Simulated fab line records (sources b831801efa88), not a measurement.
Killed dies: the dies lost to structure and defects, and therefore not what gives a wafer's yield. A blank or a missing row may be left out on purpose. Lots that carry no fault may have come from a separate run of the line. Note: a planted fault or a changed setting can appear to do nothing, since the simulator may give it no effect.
Chamber matching / flow sky130 / 4 sister chambers for SKY_METAL3_ETCH_17 on rieDiel-03
The step etches SiO2 in C4F8/O2/Ar, stops on TiN, time 3.9 s, target depth 15 nm. 4 wafers are shown with their chamber, then 10 later ones without.

WAFERS, EACH WITH ITS CHAMBER
wafer=L086.5; chamber=2; oesProductAu (a.u.)=0.738
wafer=L086.6; chamber=3; oesProductAu (a.u.)=0.748
wafer=L090.1; chamber=0; oesProductAu (a.u.)=0.754
wafer=L090.4; chamber=1; oesProductAu (a.u.)=0.766

WAFERS WHOSE CHAMBER IS MISSING
wafer=L090.6; oesProductAu (a.u.)=0.750
wafer=L092.1; oesProductAu (a.u.)=0.766
wafer=L092.2; oesProductAu (a.u.)=0.732
wafer=L092.3; oesProductAu (a.u.)=0.746
wafer=L092.4; oesProductAu (a.u.)=0.747
wafer=L092.5; oesProductAu (a.u.)=0.739
wafer=L092.6; oesProductAu (a.u.)=0.772
wafer=L095.2; oesProductAu (a.u.)=0.756
wafer=L095.3; oesProductAu (a.u.)=0.755
wafer=L095.6; oesProductAu (a.u.)=0.762

THE CHAMBER EACH PASSED THROUGH
wafer=L090.6; from the rows above=can't be placed: 3 or 0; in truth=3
wafer=L092.1; from the rows above=1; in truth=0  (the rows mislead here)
wafer=L092.2; from the rows above=2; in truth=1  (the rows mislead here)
wafer=L092.3; from the rows above=can't be placed: 3 or 0 or 2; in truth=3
wafer=L092.4; from the rows above=can't be placed: 3 or 0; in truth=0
wafer=L092.5; from the rows above=2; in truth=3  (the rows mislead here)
wafer=L092.6; from the rows above=1; in truth=1
wafer=L095.2; from the rows above=can't be placed: 0 or 3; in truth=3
wafer=L095.3; from the rows above=can't be placed: 0 or 3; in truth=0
wafer=L095.6; from the rows above=can't be placed: 1 or 0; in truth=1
Placed correctly: 1 of 10. These rows do not allow placing 6 (true chamber among the candidates in 6). 3 placed wrongly.
How it was worked out, from the rows above alone: a wafer's distance from a chamber is the root of the sum, over the readings, of the square of ((its reading less the chamber's mean) divided by the reading's scatter). The wafer belongs to the nearest chamber; if the next one is less than 2 further off, it can't be placed. The mean given for a chamber averages the wafers shown for that chamber. The scatter: root of mean squared gap, hidden wafer to nearest shown wafer, with one shown wafer a chamber.
